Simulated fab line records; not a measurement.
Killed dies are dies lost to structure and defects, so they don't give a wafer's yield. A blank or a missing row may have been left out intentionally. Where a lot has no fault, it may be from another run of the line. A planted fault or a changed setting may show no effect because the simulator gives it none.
fab line records -- flow sfq_line
record: lots: 15, wafers: 45, last_day: 87
route steps=325 shown I0@44 I1@86 I3@135 M4@159
lots that met no fault: taken from a fault-free run of the same line
start_h: hours from the record's first day to the start of the lot's first wafer shown -- wait_h: how many hours have passed since the lot's step before this one -- " as in the row above -- L1.1+2: several wafers, shown together as one row -- - value missing, or start not given -- * or withheld: withheld -- < > ~ a bound
route shown NAME@n: names a module that has steps shown in the file, with the first one's number in the route -- usual: mean/standard deviation taken from wafers without a fault -- same: alike in all rows -- chamber/n: place in a boat -- sites: the reading at each site -- _std_site: standard deviation across them -- _edge_site: inner sites' mean taken away from outer sites' mean -- radius_mm: how far each site lies from the wafer's centre -- mask NAME#n: copy n -- behind: the tool/chamber that last shaped the wafer -- hold: the reason the lot was held/the length of the hold in hours/how it ended -- device: names the non-switching transistor (n, p or np) -- end of line: the route-end tests of the same wafers -- for a step that has no rows: nothing shown but its recipe -- killed: at the first sort, the dies lost to defects and structure; wafer yield is something else -- map: a wafer's dies, marking killed ones x, the rest . and places with no die _
set.NAME: the run value of the setting; set.NAME@STEP: its run value at that earlier step -- model.NAME: the simulator's own value behind a step, which no gauge read
the route's steps for a sample of lots (tables are steps, rows are wafers)
services: from which hour (start_h, from the record's first day; less than 0 if before it) a tool's chamber was out of use, for how many hours, and why
== steps ==
step: SFQ_TRILAYER_I0_CMP_CMP_028
recipe: material: SiO2, down_force_psi: 3, platen_rpm: 60, pad_velocity_m_s: 0.94248
usual: motor_current_A: 10.2/1.1, platen_rpm: 60.00/0.042, time_to_endpoint_s: 214/7.3
lot.wafer,tool,chamber,start_h,wait_h,motor_current_A,platen_rpm,time_to_endpoint_s
L353.4,cmp-01,1,272.72,0.0,11.8,59.98,221
L353.2,cmp-01,2,272.72,0.0,11.5,59.98,215
L353.5,cmp-01,2,275.22,2.5,11.5,60.01,213
L354.3,cmp-01,1,284.80,1.8,11.8,59.96,217
L354.4,cmp-01,3,285.80,2.7,11.3,59.96,209
L354.5,cmp-01,1,286.80,3.7,11.1,60.03,216
L358.4,cmp-01,1,320.07,2.9,11.9,60.00,223
L358.2,cmp-01,2,320.07,2.9,11.5,66.01,202
L358.6,cmp-01,1,322.07,4.9,11.3,59.92,230
L359.3,cmp-01,2,325.57,1.9,10.9,66.01,193
L359.2,cmp-01,3,325.57,1.9,11.4,60.01,210
L359.4,cmp-01,0,325.57,1.9,9.1,59.99,217
L361.1,cmp-01,2,337.26,0.5,11.4,65.99,195
L361.3,cmp-01,3,337.26,0.5,11.0,59.95,205
L361.5,cmp-01,2,339.26,2.5,11.9,66.05,206
L366.4,cmp-02,2,371.93,0.0,10.0,60.04,212
L366.1,cmp-02,0,372.93,1.0,10.1,60.04,206
L366.3,cmp-02,1,372.93,1.0,9.7,60.02,213
L367.4,cmp-02,1,389.36,0.0,9.7,60.01,217
L367.3,cmp-02,2,389.36,0.0,10.7,60.03,211
L367.2,cmp-02,0,390.86,1.5,9.8,60.03,208
L368.4,cmp-01,3,408.66,0.5,11.3,60.01,222
L368.3,cmp-01,1,409.66,1.6,11.3,60.03,215
L368.5,cmp-01,0,411.16,3.0,9.0,59.97,215
L370.2,cmp-01,3,428.97,0.5,11.2,60.06,221
L370.4,cmp-01,0,428.97,0.5,9.2,59.98,219
L370.6,cmp-01,2,430.47,2.0,11.4,60.00,221
L371.2,cmp-01,1,436.88,0.0,12.6,59.95,212
L371.1,cmp-01,3,437.88,1.0,10.9,59.99,208
L371.5,cmp-01,2,439.38,2.5,11.2,60.01,221
L372.2,cmp-01,1,454.56,0.5,11.5,59.96,230
L372.3,cmp-01,2,454.56,0.5,11.0,60.00,226
L372.1,cmp-01,3,454.56,0.5,10.7,60.06,219
L373.3,cmp-02,0,456.96,0.5,10.1,59.99,206
L373.2,cmp-02,2,457.96,1.5,10.4,60.01,221
L373.6,cmp-02,0,458.96,2.5,9.8,59.97,208
L374.2,cmp-02,1,463.66,0.0,9.8,59.95,213
L374.3,cmp-02,3,464.66,1.0,8.7,59.95,204
L374.1,cmp-02,0,464.66,1.0,9.9,59.97,201
L375.2,cmp-02,0,474.76,1.5,9.8,60.04,210
L375.5,cmp-02,1,474.76,1.5,9.2,59.93,214
L375.6,cmp-02,2,474.76,1.5,10.2,59.93,220
L376.3,cmp-02,0,480.46,0.0,10.4,60.01,213
L376.6,cmp-02,0,482.46,2.0,10.3,59.99,213
L376.5,cmp-02,1,482.46,2.0,9.9,60.00,228
step: SFQ_TRILAYER_I1_VIA_STRIP_STRIP_053
recipe: gas: O2, power_w: 200, platen_temp_c: 40, overash_fraction: 0.65, chemistry: O2, pressure_mtorr: 50
usual: drypump_motor_current_A: 5.73/0.25, oes_product_au: 0.998/0.0079
lot.wafer,tool,chamber,start_h,wait_h,drypump_motor_current_A,oes_product_au,rf_hours_counter_h
L353.2,rie_metal-03,1,586.12,-,6.09,1.002,26
L353.4,rie_metal-03,1,586.12,-,6.10,1.006,-
L353.5,rie_metal-03,0,586.12,-,5.60,0.994,-
L354.3,rie_metal-04,0,720.75,-,5.88,0.994,-
L354.4,rie_metal-04,1,720.75,-,5.34,1.010,-
L354.5,rie_metal-04,0,720.75,-,5.89,0.998,-
L358.2,rie_metal-03,1,750.55,-,6.07,1.006,54
L358.4,rie_metal-03,0,750.55,-,5.55,1.003,-
L358.6,rie_metal-03,1,750.55,-,6.10,1.006,-
L359.2,rie_metal-04,0,756.55,-,5.88,0.996,57
L359.3,rie_metal-04,1,756.55,-,5.38,0.998,-
L359.4,rie_metal-04,0,756.55,-,5.89,0.993,-
L361.1,rie_metal-04,0,766.15,-,5.88,0.995,59
L361.3,rie_metal-04,1,766.15,-,5.35,0.989,-
L361.5,rie_metal-04,1,766.15,-,5.35,1.004,-
L366.1,rie_metal-01,1,827.31,-,5.95,0.996,115
L366.3,rie_metal-01,1,827.31,-,5.97,1.001,-
L366.4,rie_metal-01,0,827.31,-,5.68,1.006,-
L367.2,rie_metal-01,1,853.71,-,5.97,0.992,118
L367.3,rie_metal-01,0,853.71,-,5.64,0.998,-
L367.4,rie_metal-01,1,853.71,-,5.96,1.006,-
L368.3,rie_metal-04,1,867.11,-,5.36,1.012,-
L368.4,rie_metal-04,0,867.11,-,5.87,0.988,-
L368.5,rie_metal-04,1,867.11,-,5.32,0.993,-
L370.2,rie_metal-04,1,877.71,-,5.41,0.990,53
L370.4,rie_metal-04,1,877.71,-,5.34,0.999,-
L370.6,rie_metal-04,1,877.71,-,5.37,1.001,-
L371.1,rie_metal-03,0,885.44,-,5.58,0.999,95
L371.2,rie_metal-03,1,885.44,-,6.09,0.998,74
L371.5,rie_metal-03,0,885.44,-,5.61,1.002,-
L372.1,rie_metal-01,1,897.39,-,5.95,0.997,124
L372.2,rie_metal-01,0,897.39,-,5.67,1.005,55
L372.3,rie_metal-01,1,897.39,-,5.95,0.998,-
L373.2,rie_metal-01,0,899.79,-,5.65,0.995,55
L373.3,rie_metal-01,0,899.79,-,5.67,1.000,-
L373.6,rie_metal-01,1,899.79,-,5.97,0.994,-
L374.1,rie_metal-03,1,905.79,-,6.13,0.996,78
L374.2,rie_metal-03,0,905.79,-,5.57,1.005,98
L374.3,rie_metal-03,1,905.79,-,6.08,0.996,-
L375.2,rie_metal-04,1,914.19,-,5.37,0.994,60
L375.5,rie_metal-04,1,914.19,-,5.33,0.994,-
L375.6,rie_metal-04,0,914.19,-,5.84,0.972,-
L376.3,rie_metal-04,1,920.39,-,5.34,1.000,-
L376.5,rie_metal-04,0,920.39,-,5.89,0.993,-
L376.6,rie_metal-04,1,920.39,-,5.35,1.011,-
step: SFQ_I3_BOW_MEAS_922
recipe: mode: bow
usual: I3_BOW: 2/8.3
lot.wafer,tool,chamber,start_h,wait_h,I3_BOW[um]
L353.2,film_metro-01,-,886.40,1.5,11
L353.4,film_metro-01,-,886.40,1.5,-5
L353.5,film_metro-01,-,886.40,1.5,2
L354.3,film_metro-01,-,931.13,2.0,8
L354.4,film_metro-01,-,931.13,2.0,8
L354.5,film_metro-01,-,931.13,2.0,5
L358.2,film_metro-04,-,943.11,1.0,4
L358.4,film_metro-04,-,943.11,1.0,3
L358.6,film_metro-04,-,943.11,1.0,-6
L359.2,film_metro-04,-,949.11,1.0,6
L359.3,film_metro-04,-,949.11,1.0,4
L359.4,film_metro-04,-,949.11,1.0,-8
L361.1,film_metro-04,-,961.09,2.0,4
L361.3,film_metro-04,-,961.09,2.0,5
L361.5,film_metro-04,-,961.09,2.0,5
L366.1,film_metro-04,-,1119.33,1.5,19
L366.3,film_metro-04,-,1119.33,1.5,14
L366.4,film_metro-04,-,1119.33,1.5,16
L367.2,film_metro-04,-,1122.35,2.5,2
L367.3,film_metro-04,-,1122.35,2.5,8
L367.4,film_metro-04,-,1122.35,2.5,11
L368.3,film_metro-04,-,1125.37,1.5,15
L368.4,film_metro-04,-,1125.37,1.5,13
L368.5,film_metro-04,-,1125.37,1.5,10
L370.2,film_metro-01,-,1129.09,1.0,-16
L370.4,film_metro-01,-,1129.09,1.0,-18
L370.6,film_metro-01,-,1129.09,1.0,-11
L371.1,film_metro-04,-,1131.33,1.5,0
L371.2,film_metro-04,-,1131.33,1.5,-9
L371.5,film_metro-04,-,1131.33,1.5,3
L372.1,film_metro-01,-,1291.55,1.0,2
L372.2,film_metro-01,-,1291.55,1.0,3
L372.3,film_metro-01,-,1291.55,1.0,14
L373.2,film_metro-02,-,1293.82,1.5,9
L373.3,film_metro-02,-,1293.82,1.5,-1
L373.6,film_metro-02,-,1293.82,1.5,0
L374.1,film_metro-02,-,1297.55,2.5,-2
L374.2,film_metro-02,-,1297.55,2.5,1
L374.3,film_metro-02,-,1297.55,2.5,-1
L375.2,film_metro-01,-,1311.79,2.0,13
L375.5,film_metro-01,-,1311.79,2.0,11
L375.6,film_metro-01,-,1311.79,2.0,4
L376.3,film_metro-04,-,1322.81,1.5,-5
L376.5,film_metro-04,-,1322.81,1.5,-12
L376.6,film_metro-04,-,1322.81,1.5,-10
step: SFQ_TRILAYER_M4_BARC_OPEN_METAL_ETCH_123
recipe: mask_material: PR, chemistry: O2, target_depth_nm: 125, target: BARC, icp_w: 600, bias_w: 80, pressure_mtorr: 10, time_s: 41.7
usual: drypump_motor_current_A: 5.86/0.28, oes_product_au: 0.685/0.0046
lot.wafer,tool,chamber,start_h,wait_h,drypump_motor_current_A,oes_product_au,rf_hours_counter_h
L353.2,rie_metal-03,1,1015.21,0.1,6.13,0.689,-
L353.4,rie_metal-03,1,1015.21,0.1,6.08,0.683,-
L353.5,rie_metal-03,1,1015.21,0.1,6.08,0.683,-
L354.3,rie_metal-03,1,1036.42,0.0,6.09,0.688,-
L354.4,rie_metal-03,0,1036.42,0.0,5.55,0.692,-
L354.5,rie_metal-03,1,1036.42,0.0,6.08,0.688,-
L358.2,rie_metal-03,1,1041.14,0.0,6.10,0.682,107
L358.4,rie_metal-03,1,1041.14,0.0,6.11,0.688,-
L358.6,rie_metal-03,0,1041.14,0.0,5.57,0.685,-
L359.2,rie_metal-02,1,1215.29,0.0,6.52,0.683,142
L359.3,rie_metal-02,1,1215.29,0.0,6.49,0.688,-
L359.4,rie_metal-02,0,1215.29,0.0,5.57,0.685,-
L361.1,rie_metal-01,0,1220.09,0.0,5.69,0.686,78
L361.3,rie_metal-01,1,1220.09,0.0,5.97,0.689,-
L361.5,rie_metal-01,0,1220.09,0.0,5.65,0.683,-
L366.1,rie_metal-02,0,1236.99,0.0,5.57,0.683,119
L366.3,rie_metal-02,0,1236.99,0.0,5.57,0.684,-
L366.4,rie_metal-02,0,1236.99,0.0,5.58,0.674,-
L367.2,rie_metal-01,1,1238.19,0.0,5.96,0.689,67
L367.3,rie_metal-01,1,1238.19,0.0,5.96,0.674,-
L367.4,rie_metal-01,0,1238.19,0.0,5.65,0.689,-
L368.3,rie_metal-03,0,1239.41,0.0,5.59,0.693,-
L368.4,rie_metal-03,1,1239.41,0.0,6.11,0.688,-
L368.5,rie_metal-03,0,1239.41,0.0,5.60,0.686,-
L370.2,rie_metal-02,1,1260.06,0.0,6.52,0.687,2
L370.4,rie_metal-02,1,1260.06,0.0,6.53,0.687,-
L370.6,rie_metal-02,0,1260.06,0.0,5.58,0.686,-
L371.1,rie_metal-03,0,1263.66,0.0,5.58,0.682,17
L371.2,rie_metal-03,1,1263.66,0.0,6.10,0.685,145
L371.5,rie_metal-03,0,1263.66,0.0,5.58,0.680,-
L372.1,rie_metal-03,0,1420.11,0.0,5.56,0.699,37
L372.2,rie_metal-03,1,1420.11,0.0,6.09,0.678,11
L372.3,rie_metal-03,0,1420.11,0.0,5.54,0.686,-
L373.2,rie_metal-01,0,1422.51,0.0,5.65,0.688,104
L373.3,rie_metal-01,1,1422.51,0.0,5.95,0.685,-
L373.6,rie_metal-01,0,1422.51,0.0,5.65,0.686,-
L374.1,rie_metal-01,0,1427.31,0.0,5.66,0.688,105
L374.2,rie_metal-01,1,1427.31,0.0,5.98,0.690,91
L374.3,rie_metal-01,0,1427.31,0.0,5.70,0.684,-
L375.2,rie_metal-03,1,1438.11,0.0,6.06,0.681,13
L375.5,rie_metal-03,0,1438.11,0.0,5.55,0.686,-
L375.6,rie_metal-03,1,1438.11,0.0,6.13,0.684,-
L376.3,rie_metal-01,1,1554.85,0.0,5.95,0.690,-
L376.5,rie_metal-01,1,1554.85,0.0,5.95,0.689,-
L376.6,rie_metal-01,0,1554.85,0.0,5.66,0.681,-
== services ==
tool,chamber,start_h,hours,kind
rie_metal-01,1,262.61,12.2,repair
rie_metal-03,-,283.13,0.6,repair
rie_metal-01,1,295.68,6.8,repair
cmp-01,-,343.12,3.7,repair
rie_metal-01,-,433.65,3.9,repair
rie_metal-03,-,544.05,1.4,repair
cmp-01,-,574.71,4.0,pm
cmp-01,-,607.93,4.8,pm
cmp-01,-,618.85,0.5,repair
rie_metal-03,-,628.69,0.4,repair
rie_metal-03,1,659.17,1.6,repair
cmp-01,-,659.41,4.1,pm
cmp-01,-,666.40,1.4,repair
cmp-01,-,673.48,1.2,repair
rie_metal-03,0,688.31,6.8,repair
cmp-01,-,704.66,1.5,repair
rie_metal-01,-,752.54,0.2,repair
rie_metal-01,1,758.46,3.1,repair
cmp-01,-,803.76,4.6,repair
rie_metal-01,-,885.37,2.8,pm
cmp-01,-,916.38,4.0,pm
rie_metal-03,-,994.66,2.8,pm
rie_metal-03,0,1009.15,10.0,repair
rie_metal-03,-,1529.49,0.8,repair
== key ==
first_sign: step: SFQ_TRILAYER_I0_CMP_CMP_028, reading: platen_rpm, direction: up, sigmas: 99+, usual: 60.00, struck: 66.02
effect: step: SFQ_TRILAYER_I0_CMP_CMP_028, reading: time_to_endpoint_s, direction: down, sigmas: 2, usual: *, struck: *
met_at SFQ_TRILAYER_I0_CMP_CMP_028
struck_lots L358,L359,L361
struck_wafers L358.2,L359.3,L361.1,L361.5
not_acting_at SFQ_TRILAYER_I1_VIA_STRIP_STRIP_053,SFQ_I3_BOW_MEAS_922,SFQ_TRILAYER_M4_BARC_OPEN_METAL_ETCH_123
onset_between 272.72 320.07
fault: kind: process_parameter_drift, tool: cmp-01, chamber: 2, onset_h: 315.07, steps: SFQ_TRILAYER_I0_CMP_CMP_028, channel: platen_rpm, offset: 6, shape: step, end_h: 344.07, acts_in: these_recipes_only, stated: 60
